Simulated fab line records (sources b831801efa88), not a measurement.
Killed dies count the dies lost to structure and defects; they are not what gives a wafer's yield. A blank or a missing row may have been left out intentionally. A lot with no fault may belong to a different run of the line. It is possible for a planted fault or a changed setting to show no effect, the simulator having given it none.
What tool caused it?    flow gf180mcu    13 lots with 39 wafers sampled at 3 steps, on a route of 602 steps

## WHAT EACH GAUGE READ, for each wafer
GF_V5_BOW_MEAS_05. Usual: V5_BOW typically reads 133 um, with standard deviation 8.9.
lot   measured      on             V5_BOW (um)  flag
L614  day 26 16:01  film-metro-03  144 130 127  
L616  day 27 03:37  film-metro-04  134 112 124  
L621  day 28 14:16  film-metro-01  129 135 134  
L620  day 28 14:46  film-metro-04  124 123 114  
L625  day 29 19:02  film-metro-01  133 122 138  
L626  day 30 04:25  film-metro-04  139 135 140  
L628  day 30 19:29  film-metro-04  131 134 140  
L630  day 31 08:04  film-metro-01  120 129 125  
L633  day 32 00:11  film-metro-04  136 132 134  
L634  day 32 05:03  film-metro-04  138 144 136  
L635  day 32 06:24  film-metro-03  142 127 133  
L636  day 32 14:53  film-metro-01  124 135 136  
L637  day 32 16:47  film-metro-01  134 135 129  

GF_V5_CD_MEAS_14: target cd 260 nm. Usual: 260.1 nm for cd-nm, sd 1.
lot   measured      on         cd-nm (nm)         flag
L614  day 27 11:43  cd-sem-01  260.3 260.8 259.3  
L616  day 27 23:25  cd-sem-01  260.3 260.9 260.5  
L621  day 29 09:54  cd-sem-01  258.0 258.2 258.8  
L620  day 29 10:15  cd-sem-02  260.8 260.2 260.5  
L625  day 30 13:43  cd-sem-01  260.7 260.2 260.0  
L626  day 30 22:37  cd-sem-02  261.3 260.4 260.6  
L628  day 31 12:25  cd-sem-01  259.1 259.1 258.1  
L630  day 31 23:53  cd-sem-02  260.2 260.1 259.8  
L633  day 32 17:01  cd-sem-01  261.2 261.7 260.8  
L634  day 32 20:47  cd-sem-02  259.0 258.3 259.5  
L635  day 32 23:04  cd-sem-02  259.5 260.9 260.4  
L636  day 33 07:10  cd-sem-01  261.8 262.0 260.6  
L637  day 33 09:22  cd-sem-02  260.4 260.9 259.7  

## WHAT TOOL EACH LOT RAN ON (gives the tool, then ch and the chambers of the sampled wafers, and finally the start)
lot   GF_V4_ETCH_17
L614  rie-diel-02 ch 0,3, day 26 16:01 or earlier
L616  rie-diel-02 ch 0,1,2, day 27 03:37 or earlier
L621  rie-diel-03 ch 0,1,2, day 28 14:16 or earlier
L620  rie-diel-02 ch 2,3, day 28 14:46 or earlier
L625  rie-diel-04 ch 0,1,3, day 29 19:02 or earlier
L626  rie-diel-02 ch 0,1,3, day 30 04:25 or earlier
L628  rie-diel-03 ch 0,2,3, day 30 19:29 or earlier
L630  rie-diel-04 ch 0,2,3, day 31 08:04 or earlier
L633  rie-diel-02 ch 2,3, day 32 00:11 or earlier
L634  rie-diel-02 ch 0,2,3, day 32 05:03 or earlier
L635  rie-diel-02 ch 1,2,3, day 32 06:24 or earlier
L636  rie-diel-03 ch 1,2,3, day 32 14:53 or earlier
L637  rie-diel-04 ch 0,1,3, day 32 16:47 or earlier
- GF_V4_ETCH_17: etches SiO2 in C4F8/O2/Ar, stops on TiN, target depth 630 nm.

## WHAT THE TOOLS THEMSELVES READ (means of the sampled wafers that have a number; where no wafer has one, the mark that the record gives instead)
GF_V4_ETCH_17. Usual: chamber-pressure-mTorr 40.00 mTorr, standard deviation 0.035; oes-product-au 0.857 a.u., standard deviation 0.0046.
lot   tool         chamber-pressure-mTorr (mTorr)  oes-product-au (a.u.)  flag
L614  rie-diel-02  40.03                           0.855                  
L616  rie-diel-02  40.00                           0.859                  
L621  rie-diel-03  40.03                           0.858                  
L620  rie-diel-02  40.01                           0.854                  
L625  rie-diel-04  40.01                           0.860                  
L626  rie-diel-02  40.02                           0.862                  
L628  rie-diel-03  39.95                           0.855                  
L630  rie-diel-04  40.01                           0.854                  
L633  rie-diel-02  39.98                           0.858                  
L634  rie-diel-02  39.99                           0.859                  
L635  rie-diel-02  40.04                           0.863                  
L636  rie-diel-03  40.02                           0.854                  
L637  rie-diel-04  40.02                           0.859                  

## THE ANSWER, worked out from the rows above alone
Rule: a lot counts as off when the mean over its wafers that have a number is more than 3 standard deviations away from the usual mean. Also off: a lot with no number at a reading for which 4 or more lots have one. Where the step has rows for the other lots, those lots are counted as sound. After the gauges, taken in route order, come the tools' own readings; for these a lot's mean is taken, as printed above. The first step at which some lot is off is used, and at that step the reading that is off furthest; a lot without a number counts as furthest.
Nothing can be told from this: no lot is off at any reading shown.

## WHAT THE SIMULATOR PUT IN
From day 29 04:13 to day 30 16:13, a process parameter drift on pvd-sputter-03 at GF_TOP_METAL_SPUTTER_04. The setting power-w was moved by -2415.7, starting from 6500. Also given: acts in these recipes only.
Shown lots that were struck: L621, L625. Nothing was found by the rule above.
